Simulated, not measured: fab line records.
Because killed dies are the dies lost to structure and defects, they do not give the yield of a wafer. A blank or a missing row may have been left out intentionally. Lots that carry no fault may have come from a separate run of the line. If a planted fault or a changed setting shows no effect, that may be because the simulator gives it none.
The tool behind it: which one? / flow gf180mcu / Sampling: 11 lots, 33 wafers, 4 of 602 route steps

WHAT THE GAUGES SHOWED, per wafer
GF_M1_CD_MEAS_14: the cd target is 230 nm.
lot=L914; measured=day 16 20:20; on=cdSem-02; cdNm (nm)=231.7 231.0 230.6
lot=L915; measured=day 16 23:19; on=cdSem-02; cdNm (nm)=231.0 230.9 229.3
lot=L918; measured=day 18 10:15; on=cdSem-02; cdNm (nm)=230.0 230.8 230.2
lot=L919; measured=day 18 16:29; on=cdSem-01; cdNm (nm)=225.8 227.9 227.9
lot=L920; measured=day 19 07:19; on=cdSem-01; cdNm (nm)=228.6 228.6 229.4
lot=L922; measured=day 19 20:43; on=cdSem-02; cdNm (nm)=228.9 229.4 229.2
lot=L925; measured=day 20 21:26; on=cdSem-02; cdNm (nm)=230.3 229.9 230.9
lot=L933; measured=day 24 07:13; on=cdSem-02; cdNm (nm)=234.8 231.2 230.8
lot=L934; measured=day 24 14:44; on=cdSem-01; cdNm (nm)=226.0 227.3 227.4
lot=L935; measured=day 24 21:19; on=cdSem-02; cdNm (nm)=230.8 229.5 230.6
lot=L937; measured=day 25 10:42; on=cdSem-02; cdNm (nm)=231.0 231.5 231.0

TOOL THAT RAN EACH LOT (tool first, then ch and the chambers of the sampled wafers, then the start)
lot=L914; GF_CONTACT_ETCH_16=rieDiel-04 ch 0,3, day 15 20:24; GF_CONTACT_SPUTTER_23=pvdSputter-04, day 15 20:55; GF_M1_COAT_09=lithoTrack-02 ch 0, day 16 09:16
lot=L915; GF_CONTACT_ETCH_16=rieDiel-02 ch 0,1,3, day 15 23:54; GF_CONTACT_SPUTTER_23=pvdSputter-01, day 16 00:25; GF_M1_COAT_09=lithoTrack-03 ch 0, day 16 12:07
lot=L918; GF_CONTACT_ETCH_16=rieDiel-04 ch 2,3, day 17 09:18; GF_CONTACT_SPUTTER_23=pvdSputter-04, day 17 09:50; GF_M1_COAT_09=lithoTrack-01 ch 0, day 17 21:55
lot=L919; GF_CONTACT_ETCH_16=rieDiel-02 ch 0,1, day 17 16:06; GF_CONTACT_SPUTTER_23=pvdSputter-02, day 17 16:38; GF_M1_COAT_09=lithoTrack-01 ch 0, day 18 04:46
lot=L920; GF_CONTACT_ETCH_16=rieDiel-01 ch 0,1,2, day 18 05:57; GF_CONTACT_SPUTTER_23=pvdSputter-02, day 18 06:29; GF_M1_COAT_09=lithoTrack-02 ch 0, day 18 18:44
lot=L922; GF_CONTACT_ETCH_16=rieDiel-02 ch 0,1,3, day 18 19:36; GF_CONTACT_SPUTTER_23=pvdSputter-04, day 18 20:07; GF_M1_COAT_09=lithoTrack-02 ch 0, day 19 08:44
lot=L925; GF_CONTACT_ETCH_16=rieDiel-01 ch 1,2, day 19 19:53; GF_CONTACT_SPUTTER_23=pvdSputter-02, day 19 20:24; GF_M1_COAT_09=lithoTrack-03 ch 0, day 20 09:19
lot=L933; GF_CONTACT_ETCH_16=rieDiel-02 ch 0,1,3, day 23 07:11; GF_CONTACT_SPUTTER_23=pvdSputter-01, day 23 07:42; GF_M1_COAT_09=lithoTrack-02 ch 0, day 23 20:10
lot=L934; GF_CONTACT_ETCH_16=rieDiel-02 ch 1,2,3, day 23 14:30; GF_CONTACT_SPUTTER_23=pvdSputter-01, day 23 15:02; GF_M1_COAT_09=lithoTrack-03 ch 0, day 24 03:01
lot=L935; GF_CONTACT_ETCH_16=rieDiel-01 ch 0,2, day 23 21:38; GF_CONTACT_SPUTTER_23=pvdSputter-02, day 23 22:09; GF_M1_COAT_09=lithoTrack-03 ch 0, day 24 09:56
lot=L937; GF_CONTACT_ETCH_16=rieDiel-02 ch 1,2, day 24 11:23; GF_CONTACT_SPUTTER_23=pvdSputter-04, day 24 12:01; GF_M1_COAT_09=lithoTrack-03 ch 0, day 24 23:37
- GF_CONTACT_ETCH_16: etches BARC in N2/H2.
- GF_CONTACT_SPUTTER_23: material TiN, target thk 10 nm, time 40 s.
- GF_M1_COAT_09: resist thk 1000 nm.

THE ANSWER, worked out from the rows above alone
Rule: the usual values come from the lots themselves. Put in order of their means at a reading, lots are off if they are a third of the lots or fewer, leave a main group of 4 or more, and stand apart from it by a gap of 3 or more times the standard deviation of the main group's means; of several such gaps the widest counts. A main group is skipped when, at the precision printed for the reading in the tables above, its means are all equal. Also off: a lot with no number at a reading for which 4 or more lots have one. The other lots that the step has rows for count as sound.
No lot is off on any of the readings shown, so nothing can be concluded from this.

WHAT HAD BEEN PUT IN BY THE SIMULATOR
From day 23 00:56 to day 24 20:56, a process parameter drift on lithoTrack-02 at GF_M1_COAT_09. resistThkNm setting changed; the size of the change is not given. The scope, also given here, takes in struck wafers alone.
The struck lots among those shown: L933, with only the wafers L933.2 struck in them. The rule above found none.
